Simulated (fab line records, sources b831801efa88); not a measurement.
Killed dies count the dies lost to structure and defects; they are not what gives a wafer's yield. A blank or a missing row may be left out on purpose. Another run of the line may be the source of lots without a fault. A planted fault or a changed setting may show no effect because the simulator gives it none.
fab line records | flow sky130
[record] lots = 11 | wafers = 33 | lastDay = 50
route steps=708 shown POLY_GATE@229 LDD_HVN@277 SD_P@329 LI_CONTACT@374
lots with no fault: from the same line, run without faults
startH: start of the lot's first displayed wafer, in hours after the record's first day | waitH: time in hours since the lot's previous step | " same as the row above | L1.1+2: a row that stands for several wafers | - either no value or no given start | * or withheld: withheld | < > ~ a bound
route shown NAME@n: NAME is a module with steps in the file, n the number in the route of the first one | usual: average and standard deviation across the fault-free wafers | same: alike in all rows | chamber/n: place in a boat | sites: the reading at each site | _std_site: the standard deviation of these | _edge_site: outer sites' mean less inner sites' | radiusMm: for every site, how far away it sits from the centre of the wafer | mask NAME#n: copy n | behind: tool/chamber where the wafer was last shaped | hold: what put the lot on hold/how long, in hours/how the hold closed | device: names the non-switching transistor (n, p or np) | end of line: the same wafers' tests at the end of the route | for a step that has no rows: nothing shown but its recipe | killed: not the wafer's yield, but the dies lost to structure and defects at the first sort | map: shows each die of a wafer: x if killed, . if not, _ if none is there
set.NAME: setting as actually run; set.NAME@STEP: the setting as run at that earlier step | model.NAME: the simulator's own value behind a step, which no gauge read
one table for each step of the route and one row for each wafer, over a sample of lots
services: from which hour (startH, from the record's first day; less than 0 if before it) a tool's chamber was out of use, for how many hours, and why
[[steps]]
[step SKY_POLY_GATE_ETCH_15]
[recipe] chemistry = N2/H2 | target = BARC | ionEnergyEv = 200 | sourceW = 500 | biasW = 100 | pressureMtorr = 30 | n2FlowSccm = 100 | h2FlowSccm = 200 | stopOn = SiO2 | timeS = 118.5 | targetDepthA = 1100
[usual] drypumpMotorCurrentA = 5.6/0.56 | oesProductAu = 0.716/0.0045 | throttleValvePct = 13.213/0.0091
lot.wafer | tool       | chamber | startH | waitH | drypumpMotorCurrentA | oesProductAu | rfHoursCounterH | throttleValvePct
L605.2    | rieDiel-04 | 1       | 361.15 | 0.0   | 6.8                  | 0.723        | 3               | 13.192
L605.3    | "          | 0       | "      | "     | 5.1                  | 0.714        | 15              | 13.198
L605.6    | "          | 1       | "      | "     | 6.8                  | 0.710        | -               | 13.211
L607.4    | rieDiel-04 | 0       | 391.19 | 0.0   | 5.1                  | 0.717        | 15              | 13.216
L607.5    | "          | 1       | "      | "     | 6.8                  | 0.718        | -               | 13.224
L607.6    | "          | 0       | "      | "     | 5.1                  | 0.712        | -               | 13.214
L608.1    | rieDiel-03 | 1       | 399.38 | 0.0   | 4.8                  | 0.721        | 87              | 13.214
L608.4    | "          | 0       | "      | "     | 4.9                  | 0.719        | 108             | 13.217
L608.5    | "          | 0       | "      | "     | 4.9                  | 0.709        | -               | 13.208
L611.2    | rieDiel-03 | 2       | 425.95 | 0.0   | 6.1                  | 0.708        | 4               | 13.214
L611.3    | "          | 3       | "      | "     | 5.7                  | 0.714        | 94              | 13.233
L611.5    | "          | 1       | "      | "     | 4.8                  | 0.714        | -               | 13.210
L614.2    | rieDiel-03 | 0       | 448.03 | 0.0   | 4.9                  | 0.720        | 0               | 13.208
L614.4    | "          | 3       | "      | "     | 5.7                  | 0.711        | 95              | 13.212
L614.6    | "          | 2       | "      | "     | 6.0                  | 0.712        | -               | 13.216
L615.2    | rieDiel-03 | 0       | 471.73 | 0.0   | 4.9                  | 0.722        | 1               | 13.213
L615.3    | "          | 3       | "      | "     | 5.7                  | 0.720        | 95              | 13.207
L615.4    | "          | 1       | "      | "     | 4.8                  | 0.706        | 88              | 13.227
L617.1    | rieDiel-03 | 1       | 482.50 | 0.0   | 4.8                  | 0.711        | 89              | 13.217
L617.2    | "          | 0       | "      | "     | 4.9                  | 0.724        | 1               | 13.221
L617.4    | "          | 2       | "      | "     | 6.0                  | 0.714        | 5               | 13.226
L618.2    | rieDiel-03 | 3       | 485.54 | 0.0   | 5.7                  | 0.717        | 96              | 13.213
L618.4    | "          | 2       | "      | "     | 6.1                  | 0.718        | 5               | 13.212
L618.6    | "          | 2       | "      | "     | 6.0                  | 0.717        | -               | 13.214
L626.2    | rieDiel-03 | 2       | 556.73 | 0.0   | 6.0                  | 0.717        | 7               | 13.196
L626.3    | "          | 0       | "      | "     | 4.9                  | 0.717        | 3               | 13.202
L626.5    | "          | 0       | "      | "     | 4.9                  | 0.721        | -               | 13.200
L627.2    | rieDiel-03 | 0       | 558.18 | 0.0   | 4.9                  | 0.711        | 3               | 13.211
L627.3    | "          | 2       | "      | "     | 6.0                  | 0.724        | 7               | 13.202
L627.5    | "          | 3       | "      | "     | 5.7                  | 0.720        | -               | 13.210
L628.2    | rieDiel-03 | 1       | 569.60 | 0.0   | 4.8                  | 0.718        | 0               | 13.206
L628.3    | "          | 3       | "      | "     | 5.7                  | 0.710        | 1               | 13.202
L628.4    | "          | 1       | "      | "     | 4.8                  | 0.720        | -               | 13.218
[step SKY_LDD_HVN_TW_MEAS_10]
[usual] LDD_HVN_TW = 1448/5.8
lot.wafer | tool         | chamber | startH | waitH | LDD_HVN_TW
L605.2    | filmMetro-04 | -       | 455.74 | 0.1   | 1452
L605.3    | "            | -       | "      | "     | 1454
L605.6    | "            | -       | "      | "     | 1441
L607.4    | filmMetro-04 | -       | 486.08 | 0.1   | 1445
L607.5    | "            | -       | "      | "     | 1443
L607.6    | "            | -       | "      | "     | 1455
L608.1    | filmMetro-02 | -       | 495.73 | 0.1   | 1452
L608.4    | "            | -       | "      | "     | 1454
L608.5    | "            | -       | "      | "     | 1449
L611.2    | filmMetro-04 | -       | 521.04 | 0.1   | 1445
L611.3    | "            | -       | "      | "     | 1452
L611.5    | "            | -       | "      | "     | 1445
L614.2    | filmMetro-01 | -       | 543.06 | 0.1   | 1449
L614.4    | "            | -       | "      | "     | 1452
L614.6    | "            | -       | "      | "     | 1455
L615.2    | filmMetro-04 | -       | 565.22 | 0.1   | 1444
L615.3    | "            | -       | "      | "     | 1446
L615.4    | "            | -       | "      | "     | 1448
L617.1    | filmMetro-02 | -       | 575.48 | 0.1   | 1451
L617.2    | "            | -       | "      | "     | 1442
L617.4    | "            | -       | "      | "     | 1441
L618.2    | filmMetro-02 | -       | 579.14 | 0.1   | 1441
L618.4    | "            | -       | "      | "     | 1437
L618.6    | "            | -       | "      | "     | 1445
L626.2    | filmMetro-02 | -       | 649.32 | 0.1   | 1438
L626.3    | "            | -       | "      | "     | 1444
L626.5    | "            | -       | "      | "     | 1438
L627.2    | filmMetro-01 | -       | 650.41 | 0.1   | 1449
L627.3    | "            | -       | "      | "     | 1443
L627.5    | "            | -       | "      | "     | 1444
L628.2    | filmMetro-04 | -       | 660.34 | 0.1   | 1445
L628.3    | "            | -       | "      | "     | 1445
L628.4    | "            | -       | "      | "     | 1438
[step SKY_SD_P_IMPLANT_09]
[recipe] species = BF2 | energyKev = 20 | doseCm2 = 3e+15 | tiltDeg = 0
[usual] beamEnergyKeV = 19.999/0.0063
lot.wafer | tool         | chamber | startH | waitH | beamEnergyKeV
L605.2    | implanter-04 | 0       | 580.03 | 0.0   | 19.997
L605.3    | "            | 0       | "      | "     | 19.996
L605.6    | "            | 0       | "      | "     | 19.997
L607.4    | implanter-04 | 0       | 615.53 | 0.1   | 19.999
L607.5    | "            | 0       | "      | "     | 19.995
L607.6    | "            | 0       | "      | "     | 19.979
L608.1    | implanter-01 | 0       | 618.91 | 0.0   | 20.001
L608.4    | "            | 0       | "      | "     | 19.995
L608.5    | "            | 0       | "      | "     | 19.995
L611.2    | implanter-01 | 0       | 642.23 | 0.0   | 19.996
L611.3    | "            | 0       | "      | "     | 19.993
L611.5    | "            | 0       | "      | "     | 20.007
L614.2    | implanter-02 | 0       | 661.78 | 0.0   | 20.004
L614.4    | "            | 0       | "      | "     | 19.999
L614.6    | "            | 0       | "      | "     | 19.990
L615.2    | implanter-01 | 0       | 683.33 | 0.0   | 19.996
L615.3    | "            | 0       | "      | "     | 20.004
L615.4    | "            | 0       | "      | "     | 20.000
L617.1    | implanter-02 | 0       | 692.63 | 0.0   | 24.597
L617.2    | "            | 0       | "      | "     | 24.589
L617.4    | "            | 0       | "      | "     | 24.595
L618.2    | implanter-02 | 0       | 695.70 | 0.0   | 24.593
L618.4    | "            | 0       | "      | "     | 24.596
L618.6    | "            | 0       | "      | "     | 24.594
L626.2    | implanter-04 | 0       | 763.40 | 0.0   | 19.989
L626.3    | "            | 0       | "      | "     | 19.995
L626.5    | "            | 0       | "      | "     | 19.996
L627.2    | implanter-02 | 0       | 763.70 | 0.0   | 19.992
L627.3    | "            | 0       | "      | "     | 19.998
L627.5    | "            | 0       | "      | "     | 19.986
L628.2    | implanter-01 | 0       | 775.35 | 0.0   | 19.998
L628.3    | "            | 0       | "      | "     | 19.995
L628.4    | "            | 0       | "      | "     | 19.990
[step SKY_SD_P_STRIP_10]
[recipe] chemistry = O2/N2 | powerW = 1400 | pressureMtorr = 1500 | platenTempC = withheld | o2FlowSccm = 3000 | n2FlowSccm = 300 | overashFraction = 0.5
[usual] drypumpMotorCurrentA = 5.7/0.49 | o2FlowSccm = 3001/9 | oesProductAu = 0.618/0.0045 | stripTimeToEndpointS = 17.52/0.038
lot.wafer | tool           | chamber | startH | waitH | drypumpMotorCurrentA | o2FlowSccm | oesProductAu | rfHoursCounterH | stripTimeToEndpointS
L605.2    | plasmaAsher-03 | 0       | 580.15 | 0.1   | 5.0                  | 2995       | 0.628        | 77              | 17.44
L605.3    | "              | 1       | "      | "     | 5.8                  | 3000       | 0.618        | -               | 17.47
L605.6    | "              | 0       | "      | "     | 5.0                  | 2989       | 0.622        | -               | 17.45
L607.4    | plasmaAsher-02 | 0       | 615.64 | 0.1   | 6.4                  | 2998       | 0.619        | -               | 17.47
L607.5    | "              | 0       | "      | "     | 6.4                  | 2999       | 0.616        | -               | 17.50
L607.6    | "              | 1       | "      | "     | 6.3                  | 3004       | 0.620        | -               | 17.46
L608.1    | plasmaAsher-03 | 0       | 619.06 | 0.1   | 5.0                  | 2987       | 0.620        | 82              | 17.54
L608.4    | "              | 1       | "      | "     | 5.8                  | 2989       | 0.609        | -               | 17.49
L608.5    | "              | 1       | "      | "     | 5.8                  | 3003       | 0.623        | -               | 17.52
L611.2    | plasmaAsher-03 | 1       | 642.35 | 0.1   | 5.8                  | 2994       | 0.621        | 84              | 17.48
L611.3    | "              | 1       | "      | "     | 5.8                  | 2997       | 0.620        | -               | 17.57
L611.5    | "              | 1       | "      | "     | 5.8                  | 3009       | 0.617        | -               | 17.51
L614.2    | plasmaAsher-02 | 1       | 661.90 | 0.1   | 6.3                  | 3012       | 0.616        | 24              | 17.56
L614.4    | "              | 0       | "      | "     | 6.4                  | 2998       | 0.618        | -               | 17.52
L614.6    | "              | 0       | "      | "     | 6.4                  | 3010       | 0.618        | -               | 17.58
L615.2    | plasmaAsher-01 | 0       | 683.45 | 0.1   | 6.1                  | 3015       | 0.624        | 95              | 17.56
L615.3    | "              | 0       | "      | "     | 6.1                  | 3000       | 0.618        | -               | 17.58
L615.4    | "              | 1       | "      | "     | 5.4                  | 3000       | 0.619        | -               | 17.53
L617.1    | plasmaAsher-01 | 0       | 692.78 | 0.1   | 6.1                  | 2993       | 0.611        | 96              | 18.21
L617.2    | "              | 1       | "      | "     | 5.4                  | 2994       | 0.610        | 96              | 18.22
L617.4    | "              | 1       | "      | "     | 5.4                  | 2995       | 0.604        | -               | 18.23
L618.2    | plasmaAsher-01 | 0       | 695.82 | 0.1   | 6.1                  | 3003       | 0.592        | 96              | 18.27
L618.4    | "              | 1       | "      | "     | 5.4                  | 2999       | 0.604        | -               | 18.27
L618.6    | "              | 0       | "      | "     | 6.1                  | 2991       | 0.607        | -               | 18.26
L626.2    | plasmaAsher-01 | 0       | 763.53 | 0.1   | 6.1                  | 3010       | 0.621        | 2               | 17.55
L626.3    | "              | 1       | "      | "     | 5.4                  | 3003       | 0.613        | -               | 17.57
L626.5    | "              | 1       | "      | "     | 5.4                  | 2988       | 0.615        | -               | 17.56
L627.2    | plasmaAsher-02 | 1       | 763.83 | 0.1   | 6.3                  | 2987       | 0.610        | 34              | 17.48
L627.3    | "              | 1       | "      | "     | 6.3                  | 2998       | 0.626        | -               | 17.48
L627.5    | "              | 0       | "      | "     | 6.4                  | 3002       | 0.609        | -               | 17.51
L628.2    | plasmaAsher-03 | 1       | 775.47 | 0.1   | 5.8                  | 3022       | 0.621        | 97              | 17.48
L628.3    | "              | 0       | "      | "     | 5.0                  | 2997       | 0.615        | -               | 17.50
L628.4    | "              | 1       | "      | "     | 5.8                  | 3013       | 0.614        | -               | 17.48
[step SKY_SD_P_TW_MEAS_11]
[usual] SD_P_TW = 2851/13
lot.wafer | tool         | chamber | startH | waitH | SD_P_TW
L605.2    | filmMetro-04 | -       | 580.26 | 0.1   | 2844
L605.3    | "            | -       | "      | "     | 2848
L605.6    | "            | -       | "      | "     | 2842
L607.4    | filmMetro-01 | -       | 615.73 | 0.1   | 2887
L607.5    | "            | -       | "      | "     | 2882
L607.6    | "            | -       | "      | "     | 2865
L608.1    | filmMetro-04 | -       | 619.16 | 0.1   | 2847
L608.4    | "            | -       | "      | "     | 2840
L608.5    | "            | -       | "      | "     | 2836
L611.2    | filmMetro-02 | -       | 642.46 | 0.1   | 2851
L611.3    | "            | -       | "      | "     | 2841
L611.5    | "            | -       | "      | "     | 2837
L614.2    | filmMetro-04 | -       | 662.01 | 0.1   | 2839
L614.4    | "            | -       | "      | "     | 2843
L614.6    | "            | -       | "      | "     | 2834
L615.2    | filmMetro-04 | -       | 683.56 | 0.1   | 2848
L615.3    | "            | -       | "      | "     | 2851
L615.4    | "            | -       | "      | "     | 2845
L617.1    | filmMetro-01 | -       | 692.88 | 0.1   | 2994
L617.2    | "            | -       | "      | "     | 3015
L617.4    | "            | -       | "      | "     | 3029
L618.2    | filmMetro-02 | -       | 695.93 | 0.1   | 3005
L618.4    | "            | -       | "      | "     | 3009
L618.6    | "            | -       | "      | "     | 3010
L626.2    | filmMetro-01 | -       | 763.64 | 0.1   | 2843
L626.3    | "            | -       | "      | "     | 2845
L626.5    | "            | -       | "      | "     | 2844
L627.2    | filmMetro-02 | -       | 763.94 | 0.1   | 2849
L627.3    | "            | -       | "      | "     | 2834
L627.5    | "            | -       | "      | "     | 2854
L628.2    | filmMetro-04 | -       | 775.58 | 0.1   | 2875
L628.3    | "            | -       | "      | "     | 2858
L628.4    | "            | -       | "      | "     | 2854
[step SKY_SD_N_RS_MEAS_17]
[recipe] thkMeasGauge = four-point-probe
[usual] SD_P_RS = 147.1/0.36
lot.wafer | tool         | chamber | startH | waitH | SD_P_RS[ohm/sq]
L605.2    | filmMetro-02 | -       | 640.16 | 0.1   | 146.9
L605.3    | "            | -       | "      | "     | 147.1
L605.6    | "            | -       | "      | "     | 146.9
L607.4    | filmMetro-04 | -       | 674.99 | 0.1   | 146.9
L607.5    | "            | -       | "      | "     | 147.3
L607.6    | "            | -       | "      | "     | 147.1
L608.1    | filmMetro-04 | -       | 677.72 | 0.1   | 147.1
L608.4    | "            | -       | "      | "     | 147.0
L608.5    | "            | -       | "      | "     | 147.0
L611.2    | filmMetro-02 | -       | 699.71 | 0.1   | 147.1
L611.3    | "            | -       | "      | "     | 147.4
L611.5    | "            | -       | "      | "     | 146.9
L614.2    | filmMetro-02 | -       | 718.59 | 0.1   | 147.4
L614.4    | "            | -       | "      | "     | 147.6
L614.6    | "            | -       | "      | "     | 147.3
L615.2    | filmMetro-01 | -       | 740.34 | 0.1   | 146.9
L615.3    | "            | -       | "      | "     | 147.4
L615.4    | "            | -       | "      | "     | 147.3
L617.1    | filmMetro-04 | -       | 748.59 | 0.1   | 133.4
L617.2    | "            | -       | "      | "     | 133.1
L617.4    | "            | -       | "      | "     | 133.1
L618.2    | filmMetro-01 | -       | 752.07 | 0.1   | 133.0
L618.4    | "            | -       | "      | "     | 133.3
L618.6    | "            | -       | "      | "     | 133.0
L626.2    | filmMetro-02 | -       | 818.55 | 0.1   | 146.8
L626.3    | "            | -       | "      | "     | 146.5
L626.5    | "            | -       | "      | "     | 146.8
L627.2    | filmMetro-02 | -       | 819.20 | 0.1   | 146.2
L627.3    | "            | -       | "      | "     | 146.9
L627.5    | "            | -       | "      | "     | 146.5
L628.2    | filmMetro-02 | -       | 830.86 | 0.1   | 147.0
L628.3    | "            | -       | "      | "     | 147.0
L628.4    | "            | -       | "      | "     | 147.2
[step SKY_LI_CONTACT_CD_MEAS_12]
[recipe] targetCdNm = 170
[usual] cdNm = 170.0/1.6
lot.wafer | tool     | chamber | startH | waitH | cdNm
L605.2    | cdSem-02 | -       | 668.87 | -     | 169.8
L605.3    | "        | -       | "      | "     | 171.8
L605.6    | "        | -       | "      | "     | 171.4
L607.4    | cdSem-02 | -       | 703.59 | -     | 169.0
L607.5    | "        | -       | "      | "     | 168.4
L607.6    | "        | -       | "      | "     | 167.8
L608.1    | cdSem-01 | -       | 705.97 | -     | 168.4
L608.4    | "        | -       | "      | "     | 167.2
L608.5    | "        | -       | "      | "     | 167.3
L611.2    | cdSem-02 | -       | 728.43 | -     | 169.8
L611.3    | "        | -       | "      | "     | 169.4
L611.5    | "        | -       | "      | "     | 171.3
L614.2    | cdSem-02 | -       | 747.35 | -     | 170.9
L614.4    | "        | -       | "      | "     | 170.9
L614.6    | "        | -       | "      | "     | 170.1
L615.2    | cdSem-01 | -       | 769.14 | -     | 167.4
L615.3    | "        | -       | "      | "     | 167.8
L615.4    | "        | -       | "      | "     | 168.4
L617.1    | cdSem-01 | -       | 777.50 | -     | 169.4
L617.2    | "        | -       | "      | "     | 169.7
L617.4    | "        | -       | "      | "     | 169.9
L618.2    | cdSem-02 | -       | 779.87 | -     | 172.0
L618.4    | "        | -       | "      | "     | 172.0
L618.6    | "        | -       | "      | "     | 170.8
L626.2    | cdSem-02 | -       | 845.56 | -     | 170.1
L626.3    | "        | -       | "      | "     | 169.7
L626.5    | "        | -       | "      | "     | 170.5
L627.2    | cdSem-02 | -       | 846.71 | -     | 170.9
L627.3    | "        | -       | "      | "     | 172.4
L627.5    | "        | -       | "      | "     | 172.2
L628.2    | cdSem-02 | -       | 857.66 | -     | 173.2
L628.3    | "        | -       | "      | "     | 171.2
L628.4    | "        | -       | "      | "     | 173.8
[[services]]
tool           | chamber | startH | hours | kind
rieDiel-03     | 1       | 361.47 | 7.3   | repair
implanter-01   | -       | 409.84 | 1.1   | repair
rieDiel-03     | -       | 414.43 | 0.5   | repair
implanter-01   | -       | 454.96 | 3.6   | pm
implanter-01   | -       | 474.94 | 5.0   | repair
implanter-02   | -       | 478.25 | 13.6  | repair
implanter-02   | -       | 497.63 | 116.3 | pm
plasmaAsher-03 | -       | 501.87 | 4.3   | repair
rieDiel-03     | 3       | 502.52 | 35.3  | repair
implanter-01   | -       | 527.62 | 1.9   | repair
implanter-01   | -       | 535.82 | 6.0   | pm
implanter-01   | -       | 564.17 | 3.5   | repair
rieDiel-03     | 0       | 568.53 | 1.9   | repair
implanter-01   | -       | 598.78 | 2.0   | repair
plasmaAsher-01 | -       | 607.63 | 14.6  | pm
implanter-01   | -       | 621.93 | 4.3   | repair
implanter-02   | -       | 622.85 | 2.9   | pm
plasmaAsher-03 | -       | 633.01 | 3.9   | repair
implanter-01   | -       | 654.08 | 5.5   | repair
plasmaAsher-03 | -       | 682.08 | 7.2   | repair
rieDiel-03     | 2       | 697.20 | 3.8   | repair
rieDiel-03     | 1       | 709.06 | 4.1   | repair
plasmaAsher-01 | -       | 733.75 | 9.0   | pm
rieDiel-03     | 1       | 736.56 | 24.3  | repair
[[key]]
[firstSign] step = SKY_SD_P_IMPLANT_09 | reading = beamEnergyKeV | direction = up | sigmas = 99+ | usual = * | struck = *
[effect] step = SKY_SD_P_STRIP_10 | reading = stripTimeToEndpointS | direction = up | sigmas = 19 | usual = * | struck = *
[effect] step = SKY_SD_P_TW_MEAS_11 | reading = SD_P_TW | direction = up | sigmas = 12 | usual = 2851 | struck = 3010
[effect] step = SKY_SD_N_RS_MEAS_17 | reading = SD_P_RS | direction = down | sigmas = 38 | usual = 147.1 | struck = 133.1
metAt SKY_SD_P_IMPLANT_09
struckLots L617,L618
testerLeftOut L617,L618
notActingAt SKY_POLY_GATE_ETCH_15,SKY_LDD_HVN_TW_MEAS_10,SKY_LI_CONTACT_CD_MEAS_12
onsetBetween 661.78 692.63
[fault] kind = processParameterDrift | tool = implanter-02 | chamber = - | onsetH = 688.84 | steps = SKY_SD_P_IMPLANT_09 | channel = energyKev | offset = * | shape = step | endH = 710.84 | actsIn = * | stated = *
// testerLeftOut: of these lots the tester's yield and bins aren't shown, on N5 and GAA mostly nor the transistor test; their killed dies are dies lost to structure and defects alone, not to doping, threshold or leakage, so they don't give the yield
